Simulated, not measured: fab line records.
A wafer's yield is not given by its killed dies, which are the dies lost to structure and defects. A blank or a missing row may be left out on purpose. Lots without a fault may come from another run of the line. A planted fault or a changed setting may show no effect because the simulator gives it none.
Which tool did it? -- flow sky130 -- Sampling: 15 lots, 45 wafers, 5 of 708 route steps

## WHAT THE GAUGES SHOWED, per wafer
SKY_LDD_HVN_TW_MEAS_10.
lot,measured,on,LDD_HVN_TW
L626,day 21 07:28,film metro-02,1452 1449 1447
L628,day 22 08:23,film metro-02,1441 1445 1445
L630,day 22 17:35,film metro-02,1439 1449 1449
L631,day 22 19:32,film metro-03,1423 1421 1425
L632,day 23 04:47,film metro-02,1436 1440 1448
L633,day 23 11:12,film metro-03,1425 1430 1432
L634,day 23 19:20,film metro-03,1429 1426 1431
L636,day 24 12:11,film metro-02,1435 1435 1439
L639,day 25 12:44,film metro-04,1406 1414 1404
L640,day 26 14:31,film metro-02,1437 1439 1444
L642,day 27 06:40,film metro-04,1407 1420 1411
L641,day 27 07:45,film metro-03,1433 1438 1435
L643,day 27 12:48,film metro-04,1407 1422 1406
L644,day 27 13:58,film metro-02,1442 1450 1435
L647,day 28 11:37,film metro-03,1423 1427 1428

SKY_SPACER_THK_MEAS_01.
lot,measured,on,SPACER_CVD_00_THK (nm)
L626,day 23 22:01,film metro-02,43.3 43.3 43.3
L628,day 24 22:25,film metro-01,43.4 43.1 43.2
L630,day 25 07:20,film metro-01,43.5 43.6 43.8
L631,day 25 09:01,film metro-02,43.3 43.0 42.9
L632,day 25 18:01,film metro-02,44.4 43.9 44.0
L633,day 26 00:33,film metro-04,42.5 42.7 42.3
L634,day 26 07:20,film metro-01,43.5 43.5 43.2
L636,day 27 01:08,film metro-02,43.1 43.5 43.5
L639,day 28 01:11,film metro-04,43.3 43.3 43.8
L640,day 29 02:07,film metro-02,43.1 43.3 43.0
L642,day 29 17:05,film metro-04,43.4 42.9 42.6
L641,day 29 18:58,film metro-01,43.0 43.0 42.6
L643,day 29 23:40,film metro-01,42.7 42.8 43.3
L644,day 29 23:38,film metro-04,42.6 42.7 42.9
L647,day 30 22:33,film metro-01,43.4 43.1 43.0

SKY_SD_N_CD_MEAS_07: target cd 380 nm.
lot,measured,on,cd nm (nm)
L626,day 28 18:59,cd sem-02,378.0 378.1 379.4
L628,day 29 16:59,cd sem-02,379.8 380.5 379.0
L630,day 30 03:23,cd sem-01,377.9 378.8 377.0
L631,day 30 04:10,cd sem-01,381.8 379.0 382.7
L632,day 30 12:15,cd sem-02,384.0 382.5 384.3
L633,day 30 18:23,cd sem-02,377.7 378.4 379.7
L634,day 31 00:20,cd sem-01,382.4 380.4 382.1
L636,day 31 17:44,cd sem-01,380.7 380.9 379.0
L639,day 32 15:48,cd sem-02,- - -
L640,day 33 16:43,cd sem-02,- - -
L642,day 34 05:44,cd sem-02,- - -
L641,day 34 09:04,cd sem-02,379.8 380.2 383.7
L643,day 34 12:53,cd sem-02,381.5 382.4 378.9
L644,day 34 12:05,cd sem-02,377.6 379.2 381.0
L647,day 35 10:22,cd sem-01,380.0 381.6 380.7

## EACH LOT AND THE TOOL THAT RAN IT (in order: tool; ch and the chambers of the sampled wafers; start)
lot,SKY_RES_XHIGH_STRIP_08,SKY_SD_N_COAT_02
L626,"plasma asher-01 ch 0,1, day 27 14:42","litho track-04 ch 0, day 28 04:02"
L628,"plasma asher-03 ch 0,1, day 28 13:05","litho track-04 ch 0, day 29 02:56"
L630,"plasma asher-01 ch 1, day 28 23:12","litho track-01 ch 0, day 29 12:21"
L631,"plasma asher-04 ch 0,1, day 29 00:07","litho track-01 ch 0, day 29 13:46"
L632,"plasma asher-04 ch 0,1, day 29 08:54","litho track-04 ch 0, day 29 22:54"
L633,"plasma asher-03 ch 0,1, day 29 14:46","litho track-02 ch 0, day 30 04:38"
L634,"plasma asher-03 ch 0,1, day 29 20:31","litho track-02 ch 0, day 30 09:53"
L636,"plasma asher-04 ch 0,1, day 30 14:17","litho track-04 ch 0, day 31 03:53"
L639,"plasma asher-03 ch 0,1, day 31 12:43","litho track-01, day 32 02:25"
L640,"plasma asher-04 ch 0,1, day 32 14:23","litho track-02, day 33 03:15"
L642,"plasma asher-04 ch 0,1, day 33 04:23","litho track-02, day 33 17:08"
L641,"plasma asher-04 ch 0,1, day 33 05:56","litho track-02 ch 0, day 33 19:29"
L643,"plasma asher-01 ch 0,1, day 33 10:50","litho track-02 ch 0, day 33 23:05"
L644,"plasma asher-04 ch 0,1, day 33 10:34","litho track-04 ch 0, day 33 22:41"
L647,"plasma asher-04 ch 0,1, day 34 08:40","litho track-04 ch 0, day 34 21:42"
- SKY_RES_XHIGH_STRIP_08: strips in O2/N2.
- SKY_SD_N_COAT_02: resist thk 1140 nm.

## AS READ BY THE TOOLS THEMSELVES (means over the sampled wafers that have a number; for cases with no such wafer, the mark the record gives instead)
SKY_RES_XHIGH_STRIP_08.
lot,tool,drypump motor current A (A),oes product au (a.u.),strip time to endpoint s (s)
L626,plasma asher-01,5.49,0.712,14.29
L628,plasma asher-03,5.69,0.712,14.25
L630,plasma asher-01,5.43,0.714,14.34
L631,plasma asher-04,5.86,0.711,14.26
L632,plasma asher-04,5.83,0.712,14.26
L633,plasma asher-03,5.67,0.713,14.25
L634,plasma asher-03,5.68,0.713,14.23
L636,plasma asher-04,5.95,0.712,14.26
L639,plasma asher-03,5.45,0.710,14.25
L640,plasma asher-04,5.83,0.709,14.24
L642,plasma asher-04,5.96,0.714,14.24
L641,plasma asher-04,5.97,0.709,14.17
L643,plasma asher-01,5.44,0.710,14.28
L644,plasma asher-04,5.83,0.711,14.21
L647,plasma asher-04,5.98,0.711,14.23

SKY_SD_N_COAT_02.
lot,tool,chill plate temp C (C),dispense pressure kPa (kPa)
L626,litho track-04,23.10,54
L628,litho track-04,22.94,54
L630,litho track-01,23.02,51
L631,litho track-01,23.03,51
L632,litho track-04,22.94,54
L633,litho track-02,22.95,47
L634,litho track-02,22.90,47
L636,litho track-04,23.03,54
L639,litho track-01,-,-
L640,litho track-02,-,-
L642,litho track-02,-,-
L641,litho track-02,23.00,47
L643,litho track-02,22.89,47
L644,litho track-04,22.90,54
L647,litho track-04,22.97,54

## THE ANSWER, worked out from the rows above alone
Rule: the lots themselves supply what counts as usual. Put in order of their means at a reading, lots are off if they are a third of the lots or fewer, leave a main group of 4 or more, and stand apart from it by a gap of 3 or more times the standard deviation of the main group's means; of several such gaps the widest counts. A main group is skipped when, at the precision printed for the reading in the tables above, its means are all equal. Also off: a lot with no number at a reading for which 4 or more lots have one. Any other lot the step has rows for is counted as sound. First the gauges in route order, then the tools' own readings, where a lot's mean is used as printed above. At the first step where some lot is off, the reading lying furthest off is the one used; lots without a number count as furthest.
Off at SKY_SD_N_CD_MEAS_07 (cd nm): L639, L640, L642. Without a number there: L639, L640, L642. Main group: mean 380.3 nm, sd 1.5.
A tool fits if, at a process step before that reading, it ran every lot that is off, and no sound lot after the first of them. Not tried: the gauges at SKY_SD_N_CD_MEAS_07; whatever is off there is also off at SKY_SD_N_COAT_02, on other tools, and gauge error can't account for it. Of those tried, none fits.

## WHAT THE SIMULATOR HAD PUT IN
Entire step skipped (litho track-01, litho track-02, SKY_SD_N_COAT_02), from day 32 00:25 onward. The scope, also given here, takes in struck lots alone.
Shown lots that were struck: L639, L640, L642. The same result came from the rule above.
